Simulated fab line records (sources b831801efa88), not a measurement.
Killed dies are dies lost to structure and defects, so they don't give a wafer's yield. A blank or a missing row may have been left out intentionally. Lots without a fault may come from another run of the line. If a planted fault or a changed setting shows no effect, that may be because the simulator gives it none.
fab line records	flow sky130
[record] lots = 13	wafers = 39	last_day = 50
route steps=708 shown RES_PROTECT@214 LDD_P@261 LDD_HVN@277 LDD_HVP@287 PAD_OPEN@708
lots with no fault: from the same line, run without faults
start_h: the number of hours between the record's first day and the start of the first shown wafer of the lot	wait_h: hours elapsed since this lot's preceding step	" the same as in the row above	L1.1+2: one row covering several wafers at once	- either no value or no given start	* or withheld: withheld	< > ~ a bound
route shown NAME@n: a module of which the file shows steps, and the number in the route of the first	usual: mean/standard deviation of fault-free wafers	same: alike in all rows	chamber/n: place in a boat	sites: readings site by site	_std_site: standard deviation of those values	_edge_site: the outer-site mean with the inner-site mean subtracted	radius_mm: how far each site lies from the wafer's centre	mask NAME#n: copy n	behind: the tool/chamber that last shaped the wafer	hold: why the lot went on hold/how many hours it stayed there/how the hold came to an end	device: transistor that didn't switch, given as n, p or np	end of line: tests run on the same wafers once the route is complete	a step with no rows: only its recipe	killed: the dies lost at the first sort to structure and to defects; this is not the yield of the wafer	map: a wafer's dies, x killed, . not, _ none there
set.NAME: setting as actually run; set.NAME@STEP: the setting as run at that earlier step	model.NAME: the simulator's own value behind a step, which no gauge read
a sample of lots followed through the steps of the route, with each step as a table and each wafer as a row
services: a tool's chamber out of use, with start hour (start_h, from the record's first day; less than 0 if before it), hours out, and reason
[[steps]]
[step SKY_RES_PROTECT_STRIP_07]
[recipe] chemistry = O2/N2	power_w = 1400	pressure_mtorr = 1500	platen_temp_c = withheld	o2_flow_sccm = 3000	n2_flow_sccm = 300	overash_fraction = 0.5
[usual] drypump_motor_current_A = 5.5/0.35	oes_product_au = 0.517/0.0045	strip_time_to_endpoint_s = 23.30/0.046
lot.wafer	tool	chamber	start_h	wait_h	drypump_motor_current_A	oes_product_au	rf_hours_counter_h	strip_time_to_endpoint_s
L602.1	plasma_asher-01	0	356.91	0.1	5.4	0.525	65	23.32
L602.4	"	0	"	"	5.4	0.522	-	23.28
L602.6	"	0	"	"	5.4	0.524	-	23.27
L606.2	plasma_asher-01	1	382.46	0.1	5.3	0.523	68	23.29
L606.4	"	1	"	"	5.3	0.521	-	23.30
L606.5	"	1	"	"	5.3	0.505	-	23.29
L609.1	plasma_asher-03	0	398.83	0.1	5.3	0.515	60	23.37
L609.2	"	1	"	"	6.2	0.517	60	23.38
L609.3	"	1	"	"	6.2	0.523	-	23.31
L608.2	plasma_asher-02	1	404.73	0.1	5.9	0.514	70	23.30
L608.3	"	1	"	"	5.9	0.520	-	23.35
L608.5	"	1	"	"	5.9	0.516	-	23.31
L610.1	plasma_asher-03	0	411.29	0.1	5.3	0.526	61	23.32
L610.3	"	1	"	"	6.2	0.514	-	23.32
L610.6	"	1	"	"	6.2	0.521	-	23.33
L611.1	plasma_asher-01	0	425.98	0.1	5.4	0.516	72	23.29
L611.2	"	1	"	"	5.3	0.518	72	23.33
L611.4	"	1	"	"	5.3	0.518	-	23.27
L613.2	plasma_asher-02	1	441.49	0.1	5.9	0.517	1	23.13
L613.4	"	0	"	"	5.2	0.510	-	23.13
L613.6	"	0	"	"	5.2	0.523	-	23.20
L614.2	plasma_asher-01	0	447.76	0.1	5.4	0.513	74	23.37
L614.5	"	0	"	"	5.4	0.526	-	23.32
L614.6	"	1	"	"	5.3	0.511	-	23.38
L615.3	plasma_asher-01	0	458.34	0.1	5.4	0.509	-	23.20
L615.4	"	1	"	"	5.3	0.518	-	23.26
L615.5	"	0	"	"	5.4	0.518	-	23.25
L616.1	plasma_asher-01	1	462.76	0.1	5.3	0.517	76	23.26
L616.2	"	0	"	"	5.4	0.512	76	23.25
L616.4	"	1	"	"	5.3	0.516	-	23.29
L621.4	plasma_asher-03	0	508.11	0.1	5.3	0.519	-	23.28
L621.5	"	0	"	"	5.3	0.513	-	23.30
L621.6	"	1	"	"	6.2	0.511	-	23.28
L623.1	plasma_asher-03	0	525.58	0.1	5.3	0.519	70	23.28
L623.5	"	0	"	"	5.3	0.520	-	23.25
L623.6	"	1	"	"	6.2	0.510	-	23.25
L625.3	plasma_asher-03	1	539.01	0.1	6.2	0.522	-	23.30
L625.5	"	1	"	"	6.2	0.514	-	23.31
L625.6	"	0	"	"	5.2	0.513	-	23.31
[step SKY_LDD_P_DEVELOP_06]
[recipe] resist = NOVOLAK	developer = TMAH	develop_time_s = 60	dev_temp_c = 23
lot.wafer	tool	chamber	start_h	wait_h
L602.1+4+6	litho_track-04	0	449.34	0.1
L606.2+4+5	litho_track-03	0	483.79	0.1
L609.1+2+3	litho_track-03	0	496.41	0.1
L608.2+3+5	litho_track-02	0	501.32	0.1
L610.1+3+6	litho_track-03	0	509.31	0.1
L611.1+2+4	litho_track-04	0	523.14	0.1
L613.2+4+6	litho_track-03	0	537.64	0.1
L614.2+5+6	litho_track-04	0	543.12	0.1
L615.3+4+5	litho_track-03	0	555.71	0.1
L616.1+2+4	litho_track-04	0	559.54	0.1
L621.4+5+6	litho_track-02	0	601.42	0.1
L623.1+5+6	litho_track-02	0	619.04	0.1
L625.3+5+6	litho_track-03	0	631.26	0.1
[step SKY_LDD_P_TW_MEAS_11]
[usual] LDD_P_TW = 632/9.9
lot.wafer	tool	chamber	start_h	wait_h	LDD_P_TW
L602.1	film_metro-04	-	449.90	0.1	647
L602.4	"	-	"	"	645
L602.6	"	-	"	"	641
L606.2	film_metro-03	-	484.33	0.1	626
L606.4	"	-	"	"	631
L606.5	"	-	"	"	628
L609.1	film_metro-03	-	497.00	0.1	628
L609.2	"	-	"	"	628
L609.3	"	-	"	"	629
L608.2	film_metro-03	-	501.86	0.1	627
L608.3	"	-	"	"	628
L608.5	"	-	"	"	631
L610.1	film_metro-03	-	509.87	0.1	631
L610.3	"	-	"	"	630
L610.6	"	-	"	"	628
L611.1	film_metro-01	-	523.70	0.1	622
L611.2	"	-	"	"	623
L611.4	"	-	"	"	622
L613.2	film_metro-03	-	538.18	0.1	628
L613.4	"	-	"	"	627
L613.6	"	-	"	"	629
L614.2	film_metro-04	-	543.66	0.1	649
L614.5	"	-	"	"	650
L614.6	"	-	"	"	650
L615.3	film_metro-04	-	556.24	0.1	648
L615.4	"	-	"	"	648
L615.5	"	-	"	"	648
L616.1	film_metro-01	-	560.10	0.1	631
L616.2	"	-	"	"	627
L616.4	"	-	"	"	631
L621.4	film_metro-01	-	601.93	0.1	30
L621.5	"	-	"	"	29
L621.6	"	-	"	"	30
L623.1	film_metro-01	-	619.64	0.1	29
L623.5	"	-	"	"	29
L623.6	"	-	"	"	30
L625.3	film_metro-03	-	631.79	0.1	628
L625.5	"	-	"	"	628
L625.6	"	-	"	"	627
[step SKY_LDD_HVN_TW_MEAS_10]
[usual] LDD_HVN_TW = 1419/8
lot.wafer	tool	chamber	start_h	wait_h	LDD_HVN_TW
L602.1	film_metro-01	-	480.26	0.1	1420
L602.4	"	-	"	"	1417
L602.6	"	-	"	"	1417
L606.2	film_metro-01	-	515.32	0.1	1406
L606.4	"	-	"	"	1411
L606.5	"	-	"	"	1398
L609.1	film_metro-02	-	527.63	0.1	1422
L609.2	"	-	"	"	1422
L609.3	"	-	"	"	1421
L608.2	film_metro-02	-	532.52	0.1	1410
L608.3	"	-	"	"	1416
L608.5	"	-	"	"	1420
L610.1	film_metro-03	-	539.71	0.1	1423
L610.3	"	-	"	"	1424
L610.6	"	-	"	"	1421
L611.1	film_metro-01	-	553.73	0.1	1419
L611.2	"	-	"	"	1422
L611.4	"	-	"	"	1428
L613.2	film_metro-01	-	567.91	0.1	1423
L613.4	"	-	"	"	1419
L613.6	"	-	"	"	1425
L614.2	film_metro-01	-	573.81	0.1	1428
L614.5	"	-	"	"	1427
L614.6	"	-	"	"	1417
L615.3	film_metro-01	-	585.70	0.1	1406
L615.4	"	-	"	"	1406
L615.5	"	-	"	"	1406
L616.1	film_metro-03	-	589.73	0.1	1424
L616.2	"	-	"	"	1421
L616.4	"	-	"	"	1426
L621.4	film_metro-02	-	631.04	0.1	1419
L621.5	"	-	"	"	1417
L621.6	"	-	"	"	1425
L623.1	film_metro-03	-	648.16	0.1	1429
L623.5	"	-	"	"	1421
L623.6	"	-	"	"	1421
L625.3	film_metro-03	-	660.83	0.1	1420
L625.5	"	-	"	"	1431
L625.6	"	-	"	"	1419
[step SKY_LDD_HVP_STRIP_09]
[recipe] chemistry = O2/N2	power_w = 1400	pressure_mtorr = 1500	platen_temp_c = withheld	o2_flow_sccm = 3000	n2_flow_sccm = 300	overash_fraction = 0.5
[usual] drypump_motor_current_A = 5.5/0.41	oes_product_au = 0.408/0.0045	strip_time_to_endpoint_s = 4.133/0.013
lot.wafer	tool	chamber	start_h	wait_h	drypump_motor_current_A	oes_product_au	rf_hours_counter_h	strip_time_to_endpoint_s
L602.1	plasma_asher-03	0	510.90	0.1	5.3	0.411	69	4.143
L602.4	"	0	"	"	5.3	0.406	-	4.115
L602.6	"	0	"	"	5.3	0.401	-	4.125
L606.2	plasma_asher-02	0	545.80	0.1	5.2	0.408	13	4.145
L606.4	"	1	"	"	5.9	0.413	-	4.110
L606.5	"	1	"	"	5.9	0.409	-	4.146
L609.1	plasma_asher-03	1	557.30	0.1	6.2	0.399	74	4.106
L609.2	"	0	"	"	5.3	0.408	74	4.139
L609.3	"	0	"	"	5.3	0.407	-	4.133
L608.2	plasma_asher-02	0	561.80	0.1	5.2	0.409	14	4.131
L608.3	"	0	"	"	5.2	0.417	-	4.128
L608.5	"	0	"	"	5.2	0.405	-	4.135
L610.1	plasma_asher-02	1	569.70	0.1	5.8	0.411	15	4.139
L610.3	"	1	"	"	5.9	0.422	-	4.128
L610.6	"	0	"	"	5.2	0.408	-	4.139
L611.1	plasma_asher-04	0	583.58	0.1	5.5	0.408	48	4.154
L611.2	"	1	"	"	4.9	0.412	48	4.148
L611.4	"	0	"	"	5.5	0.413	-	4.147
L613.2	plasma_asher-02	0	597.40	0.1	5.2	0.410	18	4.125
L613.4	"	0	"	"	5.2	0.407	-	4.138
L613.6	"	0	"	"	5.2	0.413	-	4.135
L614.2	plasma_asher-04	0	602.81	0.1	5.5	0.412	50	4.116
L614.5	"	1	"	"	4.9	0.411	-	4.123
L614.6	"	0	"	"	5.5	0.411	-	4.135
L615.3	plasma_asher-04	0	615.01	0.1	5.5	0.411	-	4.144
L615.4	"	1	"	"	4.9	0.402	-	4.147
L615.5	"	1	"	"	4.9	0.398	-	4.151
L616.1	plasma_asher-02	1	619.35	0.1	5.9	0.412	20	4.126
L616.2	"	0	"	"	5.2	0.403	20	4.140
L616.4	"	0	"	"	5.2	0.409	-	4.162
L621.4	plasma_asher-02	0	660.15	0.1	5.2	0.413	-	4.129
L621.5	"	1	"	"	5.8	0.409	-	4.139
L621.6	"	0	"	"	5.2	0.407	-	4.143
L623.1	plasma_asher-04	1	676.28	0.1	4.9	0.413	57	4.145
L623.5	"	0	"	"	5.5	0.410	-	4.134
L623.6	"	1	"	"	4.9	0.408	-	4.157
L625.3	plasma_asher-03	0	688.86	0.1	5.3	0.404	-	4.127
L625.5	"	1	"	"	6.2	0.411	-	4.116
L625.6	"	0	"	"	5.3	0.405	-	4.135
[step SKY_PAD_OPEN_PROBE_99]
[usual] killed_at_M0_to_M3 = 44/7.3	killed_at_M4_up = 3.4/1.8	killed_at_contacts = 24/5.8	killed_at_front_end = 15/4.9	killed_at_other = 0.4/0.63	killed_dies = 86/11	killed_on_rim = 17/3.8	killed_open = 47/8	killed_short = 39/6.5
[same] gross_dies = 492	killed_at_back_side = 0
lot.wafer	tool	chamber	start_h	wait_h	killed_at_M0_to_M3	killed_at_M4_up	killed_at_contacts	killed_at_front_end	killed_at_other	killed_dies	killed_on_rim	killed_open	killed_short
L608.2	prober-02	-	1120.96	0.1	40	2	24	16	0	82	20	53	29
L608.3	prober-02	-	1121.01	0.2	45	6	20	5	0	76	16	47	29
L608.5	prober-02	-	1121.11	0.2	39	4	20	14	0	77	15	54	22
L616.1	prober-01	-	1157.50	0.1	33	5	22	16	0	76	14	46	30
L616.2	prober-01	-	1157.55	0.1	44	3	22	9	1	79	18	44	35
L616.4	prober-01	-	1157.65	0.2	38	5	16	9	0	68	13	40	28
L621.4	prober-02	-	1182.46	0.2	54	4	21	413	0	492	96	52	40
L621.5	prober-02	-	1182.51	0.2	42	5	22	423	0	492	96	47	37
L621.6	prober-02	-	1182.56	0.2	48	1	14	429	0	492	96	41	42
// killed by level:class
L608.2 VIA1:geometric_particle:open=12 LI_CONTACT:geometric_particle:open=10 CONTACT:geometric_particle:open=8 VIA3:geometric_particle:open=7 METAL1:geometric_particle:short=4 VIA2:geometric_particle:open=4 FIELD_ISO:geometric_particle:short=3 POLY_GATE:geometric_particle:short=3
L608.3 VIA2:geometric_particle:open=9 VIA3:geometric_particle:open=9 LI_CONTACT:geometric_particle:open=7 VIA1:geometric_particle:open=7 CONTACT:geometric_particle:open=6 METAL1:geometric_particle:short=4 VIA2:geometric_particle:short=4 LOCAL_INTERCONNECT:geometric_particle:short=3
L608.5 CONTACT:geometric_particle:open=12 VIA3:geometric_particle:open=11 VIA2:geometric_particle:open=9 FIELD_ISO:geometric_particle:open=5 LI_CONTACT:geometric_particle:open=5 METAL1:geometric_particle:short=5 VIA1:geometric_particle:open=5 METAL1:geometric_particle:open=3
L616.1 VIA2:geometric_particle:open=12 LI_CONTACT:geometric_particle:open=11 VIA1:geometric_particle:open=7 FIELD_ISO:geometric_particle:open=5 FIELD_ISO:geometric_particle:short=4 POLY_GATE:geometric_particle:short=4 METAL1:geometric_particle:short=4 VIA3:geometric_particle:open=4
L616.2 VIA1:geometric_particle:open=11 CONTACT:geometric_particle:open=8 VIA2:geometric_particle:open=7 LI_CONTACT:geometric_particle:open=6 METAL3:geometric_particle:short=5 VIA3:geometric_particle:open=4 VIA1:geometric_particle:short=4 VIA2:geometric_particle:short=4
L616.4 VIA2:geometric_particle:open=8 CONTACT:geometric_particle:open=7 VIA1:geometric_particle:open=6 FIELD_ISO:geometric_particle:open=5 METAL2:geometric_particle:short=5 VIA3:geometric_particle:open=5 METAL1:geometric_particle:short=4 LOCAL_INTERCONNECT:geometric_particle:short=3
L621.4 LDD_P:area_develop=400 VIA1:geometric_particle:open=18 VIA1:geometric_particle:short=11 VIA3:geometric_particle:open=7 LI_CONTACT:geometric_particle:open=6 CONTACT:geometric_particle:open=5 CONTACT:geometric_particle:short=5 METAL1:geometric_particle:short=5
L621.5 LDD_P:area_develop=408 METAL1:geometric_particle:short=9 VIA3:geometric_particle:open=8 CONTACT:geometric_particle:open=7 LI_CONTACT:geometric_particle:open=6 VIA1:geometric_particle:open=6 FIELD_ISO:geometric_particle:open=5 VIA2:geometric_particle:short=4
L621.6 LDD_P:area_develop=409 VIA1:geometric_particle:short=11 VIA1:geometric_particle:open=11 POLY_GATE:geometric_particle:short=7 CONTACT:geometric_particle:open=6 METAL2:geometric_particle:short=6 VIA2:geometric_particle:open=5 VIA3:geometric_particle:open=5
[[services]]
tool	chamber	start_h	hours	kind
plasma_asher-02	-	359.23	0.4	repair
plasma_asher-02	-	421.25	9.0	pm
plasma_asher-02	0	421.25	9.0	vent_cycle
plasma_asher-02	1	421.25	9.0	vent_cycle
plasma_asher-02	0	430.25	-	clean
plasma_asher-02	1	430.25	-	clean
plasma_asher-03	-	479.17	28.1	pm
plasma_asher-01	-	523.51	9.9	repair
plasma_asher-03	-	566.59	14.6	pm
plasma_asher-02	-	572.55	1.4	repair
litho_track-04	-	575.78	-	consumable_replace:filter
plasma_asher-04	-	618.87	3.2	repair
plasma_asher-03	-	662.43	1.5	repair
[[key]]
[first_sign] step = SKY_LDD_P_TW_MEAS_11	reading = LDD_P_TW	direction = down	sigmas = 61	usual = 632	struck = 30	through = control_loop
[effect] step = SKY_PAD_OPEN_PROBE_99	reading = killed_at_front_end	direction = up	sigmas = 83	usual = 15	struck = 422
[more_kills_born_at] SKY_LDD_P_DEVELOP_06@litho_track-02 = 1217
met_at SKY_LDD_P_DEVELOP_06
struck_lots L621,L623
rows_end L623.1,L623.5,L623.6
tester_left_out L621
[loop_trim] step = SKY_LDD_P_EXPOSE_04	setting = dose	lots = L623
not_acting_at SKY_RES_PROTECT_STRIP_07,SKY_LDD_HVN_TW_MEAS_10,SKY_LDD_HVP_STRIP_09
onset_between 501.32 601.42
[fault] kind = process_parameter_drift	tool = litho_track-02	chamber = -	onset_h = 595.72	steps = SKY_LDD_P_DEVELOP_06	channel = develop_time_s	offset = *	shape = step	end_h = 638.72	acts_in = *	stated = *
// tester_left_out: of these lots the tester's yield and bins aren't shown, on N5 and GAA mostly nor the transistor test; their killed dies are dies lost to structure and defects alone, not to doping, threshold or leakage, so they don't give the yield
// rows_end: these wafers met a further fault down the route, and their rows from its step on are left out
// loop_trim: a control loop set the setting to another value than it would have without faults
